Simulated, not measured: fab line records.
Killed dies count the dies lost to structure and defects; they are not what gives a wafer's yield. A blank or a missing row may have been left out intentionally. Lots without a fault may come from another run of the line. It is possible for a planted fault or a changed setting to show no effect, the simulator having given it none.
8D (eight disciplines) problem report, filled in by code / flow sfq-line / the parts of the form that need people (team, actions taken, sign-off) are left out

1. PROBLEM STATEMENT
head-pressure-psi at SFQ_TRILAYER_I7_CMP_CMP_184 reads a mean of 2.702 psi on 6 wafers of 2 lots; wafers without a fault read 3.000 psi with a standard deviation of 0.0063. That is -47 standard deviations from the usual mean.
The step: polishes SiO2.
First observed at day 83 09:58: wafer L826.1, on cmp-02. Wafers with a number at this step in the record: 42, from 14 lots. Rule for "out", or "out of limits": more than 4 standard deviations from the usual mean. The rest of the wafers with a number are treated as sound.

2. WHAT IT IS AND WHAT IT IS NOT
question=which readings at this step | is=head-pressure-psi | is not=motor-current-A
question=which lots | is=L826, L827 | is not=L807, L808, L809, L810, L811, L813, L814, L816, L817, L818, L824, L828
question=which wafers of those lots | is=all that have a number | is not=-
question=read on which tools | is=cmp-02 | is not=cmp-01
question=when | is=from day 83 09:58 | is not=up to then (33 sound wafers); but 3 sound wafers of L828 came after

3. SUSPECTS, AND WHAT RULES EACH OUT
Counting: any tool at a process step up to the reading is kept as a suspect provided that every lot that is out went through it and no sound lot did after the first of them.
- cmp-02 at SFQ_TRILAYER_I7_CMP_CMP_184 (polishes SiO2): kept. It processed each lot that is out, first L826 at day 83 09:58, and no sound lot thereafter; up to then, the last sound lot it processed was L824 at day 81 06:51. Out on those wafers are its own readings of head-pressure-psi.
Remaining after the count: cmp-02 at SFQ_TRILAYER_I7_CMP_CMP_184.

4. THE CAUSE (what the simulator had put in)
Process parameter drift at SFQ_TRILAYER_I7_CMP_CMP_184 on cmp-02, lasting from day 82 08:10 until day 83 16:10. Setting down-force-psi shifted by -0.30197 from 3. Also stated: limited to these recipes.
Only this tool survived the counting.

5. SEQUENCE OF EFFECTS, ordered by route
Rows list readings where the struck wafers' mean (over those with a number) sits beyond 3 standard deviations from the usual. Readings are gone through only where the record gives a usual standard deviation; hours: the median, over the lots, of the time from a lot's start at the first step in this table giving one to that lot's start at this step; sigmas: the change measured in usual standard deviations.
hours=0; step=SFQ_TRILAYER_I7_CMP_CMP_184; reading=head-pressure-psi; usual=3.000 psi; on struck wafers=2.702; change=-0.298; sigmas=-47
Its process steps:
- SFQ_TRILAYER_I7_CMP_CMP_184: polishes SiO2.

6. HOW IT WOULD HAVE BEEN CAUGHT EARLIER
The fault began at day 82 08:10; the first out-of-limits reading in this record came at day 83 09:58, 26 hours later.
